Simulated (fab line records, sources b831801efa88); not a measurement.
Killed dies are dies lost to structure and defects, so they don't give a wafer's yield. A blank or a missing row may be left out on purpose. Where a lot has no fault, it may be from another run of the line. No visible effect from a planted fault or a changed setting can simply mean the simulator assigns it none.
Which tool did it? | flow gf180mcu | Sampling: 13 lots, 39 wafers, 5 of 602 route steps

## WHAT THE GAUGES READ, wafer by wafer
GF_STI_THK_MEAS_22.
lot  | measured    | on           | STI_OXIDATION_01_THK (nm)
L253 | day 2 04:08 | filmMetro-01 | 15.26 15.31 14.94
L254 | day 2 08:39 | filmMetro-04 | 15.48 15.31 15.54
L255 | day 2 13:42 | filmMetro-04 | 15.69 15.45 15.65
L259 | day 3 10:16 | filmMetro-01 | 14.93 14.89 14.75
L260 | day 3 14:55 | filmMetro-01 | 15.13 15.22 15.09
L261 | day 3 21:54 | filmMetro-04 | 14.70 14.55 14.87
L262 | day 4 01:05 | filmMetro-01 | 15.46 15.49 15.49
L268 | day 5 08:29 | filmMetro-02 | 14.84 14.80 14.60
L270 | day 5 19:28 | filmMetro-04 | 15.39 15.20 15.45
L272 | day 6 06:13 | filmMetro-01 | 14.90 15.25 15.01
L273 | day 6 10:14 | filmMetro-01 | 14.96 14.84 14.89
L274 | day 6 15:05 | filmMetro-02 | 14.82 15.00 15.06
L276 | day 7 03:01 | filmMetro-01 | 14.62 14.74 14.96

GF_VT_IMPLANT_OVL_MEAS_29.
lot  | measured     | on         | VT_IMPLANT_02_OVL (nm)
L253 | day 6 23:11  | overlay-02 | 2.7 1.2 2.0
L254 | day 7 02:59  | overlay-01 | -1.4 -2.4 -1.9
L255 | day 7 10:17  | overlay-01 | 0.5 -0.6 0.0
L259 | day 8 12:56  | overlay-01 | 1.3 1.1 1.9
L260 | day 8 17:32  | overlay-02 | 0.4 1.1 1.2
L261 | day 9 03:11  | overlay-02 | -0.1 -0.4 0.5
L262 | day 9 06:46  | overlay-01 | -0.3 0.5 -1.4
L268 | day 11 01:26 | overlay-01 | -0.8 -1.8 -0.9
L270 | day 11 11:53 | overlay-01 | -0.1 0.2 -0.5
L272 | day 12 01:50 | overlay-02 | 1.1 2.1 1.0
L273 | day 12 07:52 | overlay-01 | 1.3 1.0 1.7
L274 | day 12 16:10 | overlay-02 | 2.7 1.9 0.7
L276 | day 13 03:10 | overlay-02 | -1.0 1.5 -1.0

GF_VT_IMPLANT_TW_MEAS_43.
lot  | measured     | on           | VT_IMPLANT_4_TW
L253 | day 7 14:53  | filmMetro-03 | 691 692 694
L254 | day 7 18:52  | filmMetro-02 | 689 691 688
L255 | day 8 02:40  | filmMetro-02 | 689 694 696
L259 | day 9 06:26  | filmMetro-04 | 676 675 679
L260 | day 9 11:37  | filmMetro-04 | 680 680 679
L261 | day 9 20:35  | filmMetro-02 | 690 692 691
L262 | day 10 00:55 | filmMetro-04 | 683 685 680
L268 | day 11 21:20 | filmMetro-03 | 678 675 671
L270 | day 12 07:01 | filmMetro-02 | 674 673 674
L272 | day 13 00:28 | filmMetro-04 | 687 683 682
L273 | day 13 03:10 | filmMetro-02 | 688 692 686
L274 | day 13 11:28 | filmMetro-03 | 694 695 694
L276 | day 13 23:31 | filmMetro-02 | 688 692 688

## TOOL THAT RAN EACH LOT (tool first, then ch and the chambers of the sampled wafers, then the start)
lot  | GF_STI_ETCH_13                   | GF_VT_IMPLANT_IMPLANT_41
L253 | rieDiel-02 ch 0,1,2, day 2 02:24 | implanter-04 ch 0, day 7 14:37
L254 | rieDiel-04 ch 0,1,3, day 2 06:39 | implanter-01 ch 0, day 7 18:37
L255 | rieDiel-04 ch 0,2, day 2 11:58   | implanter-04 ch 0, day 8 02:25
L259 | rieDiel-01 ch 0,3, day 3 08:12   | implanter-03 ch 0, day 9 06:13
L260 | rieDiel-01 ch 0,1,3, day 3 13:10 | implanter-03 ch 0, day 9 11:22
L261 | rieDiel-04 ch 1,2, day 3 20:00   | implanter-04 ch 0, day 9 20:22
L262 | rieDiel-01 ch 1,2,3, day 3 23:10 | implanter-03 ch 0, day 10 00:40
L268 | rieDiel-04 ch 0,1, day 5 06:43   | implanter-04 ch 0, day 11 21:07
L270 | rieDiel-02 ch 0,2,3, day 5 17:43 | implanter-04 ch 0, day 12 06:47
L272 | rieDiel-01 ch 1,2,3, day 6 03:10 | implanter-03 ch 0, day 13 00:13
L273 | rieDiel-01 ch 0,2,3, day 6 08:30 | implanter-03 ch 0, day 13 02:55
L274 | rieDiel-02 ch 1,3, day 6 13:21   | implanter-03 ch 0, day 13 11:13
L276 | rieDiel-02 ch 0,1,3, day 7 01:16 | implanter-01 ch 0, day 13 23:16
- GF_STI_ETCH_13: etches the open film in CHF3/O2, stops on Si, target depth 282.31 nm, time 112.9 s.
- GF_VT_IMPLANT_IMPLANT_41

## AS READ BY THE TOOLS THEMSELVES (means over the sampled wafers that have a number; for cases with no such wafer, the mark the record gives instead)
GF_STI_ETCH_13.
lot  | tool       | drypumpMotorCurrentA (A) | oesProductAu (a.u.) | throttleValvePct (%)
L253 | rieDiel-02 | 6.0                      | 0.833               | 8.805
L254 | rieDiel-04 | 5.3                      | 0.834               | 8.815
L255 | rieDiel-04 | 5.2                      | 0.834               | 8.812
L259 | rieDiel-01 | 5.9                      | 0.825               | 8.815
L260 | rieDiel-01 | 5.9                      | 0.834               | 8.806
L261 | rieDiel-04 | 5.3                      | 0.833               | 8.813
L262 | rieDiel-01 | 6.0                      | 0.828               | 8.814
L268 | rieDiel-04 | 5.1                      | 0.833               | 8.815
L270 | rieDiel-02 | 6.2                      | 0.832               | 8.797
L272 | rieDiel-01 | 6.0                      | 0.836               | 8.806
L273 | rieDiel-01 | 6.3                      | 0.831               | 8.807
L274 | rieDiel-02 | 5.5                      | 0.836               | 8.803
L276 | rieDiel-02 | 5.7                      | 0.831               | 8.809

GF_VT_IMPLANT_IMPLANT_41.
lot  | tool         | doseIonsCm2 | faradayCurrentUA | tiltDeg (degrees)
L253 | implanter-04 | 1.0127e+12  | 5.81             | 7.002
L254 | implanter-01 | 1.0122e+12  | 5.63             | 7.009
L255 | implanter-04 | 1.0126e+12  | 5.85             | 7.022
L259 | implanter-03 | 1.0121e+12  | 5.72             | 7.018
L260 | implanter-03 | 1.0142e+12  | 5.77             | 7.022
L261 | implanter-04 | 1.0133e+12  | 5.66             | 7.009
L262 | implanter-03 | 1.0124e+12  | 5.75             | 6.995
L268 | implanter-04 | 9.3927e+11  | 5.28             | 7.008
L270 | implanter-04 | 9.3837e+11  | 5.14             | 7.010
L272 | implanter-03 | 1.0119e+12  | 5.70             | 7.014
L273 | implanter-03 | 1.0134e+12  | 5.58             | 7.019
L274 | implanter-03 | 1.0138e+12  | 5.69             | 6.984
L276 | implanter-01 | 1.0123e+12  | 5.72             | 6.997

## THE ANSWER, worked out from the rows above alone
Rule: the usual values come from the lots themselves. The widest of any qualifying gaps counts: lots, ordered by their means at a reading, are off when they make up no more than a third of the lots, leave a main group of 4 or more, and stand apart from it by 3 or more times the standard deviation of that group's means. Not used: any main group whose means are identical at the precision the tables above print for the reading. A lot without any number at a reading at which 4 lots or more have one is off too. Where the step has rows for the other lots, those lots are counted as sound. Order of review: gauges by route order, followed by the tools' own readings, for which a lot's mean as printed above is used. At the first step where some lot is off, the reading lying furthest off is the one used; lots without a number count as furthest.
Off, at GF_VT_IMPLANT_IMPLANT_41 on doseIonsCm2: L268, L270. For the main group the mean is 1.0128e+12 and the standard deviation 7.2e+08.
If a tool, at that step or one of the process steps before it, ran each lot that is off and ran no sound lot following the first of them, it fits. One fits: GF_VT_IMPLANT_IMPLANT_41 on implanter-04. Its last sound lot is L261 (day 9 20:22), its first lot that is off L268 (day 11 21:07): a fault that began between those two fits.
The tool's own readings at GF_VT_IMPLANT_IMPLANT_41 bear it out: on the lots that are off they differ by more than 5 times the standard deviation of the sound lots' means. doseIonsCm2 reads 9.3882e+11 there against 1.0128e+12 on the sound lots; faradayCurrentUA reads 5.21 there against 5.72 on the sound lots.

## WHAT THE SIMULATOR HAD INSERTED
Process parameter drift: implanter-04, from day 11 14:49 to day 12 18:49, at GF_VT_IMPLANT_IMPLANT_41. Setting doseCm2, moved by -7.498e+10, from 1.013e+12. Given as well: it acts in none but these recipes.
Shown lots that were struck: L268, L270. The same result came from the rule above.
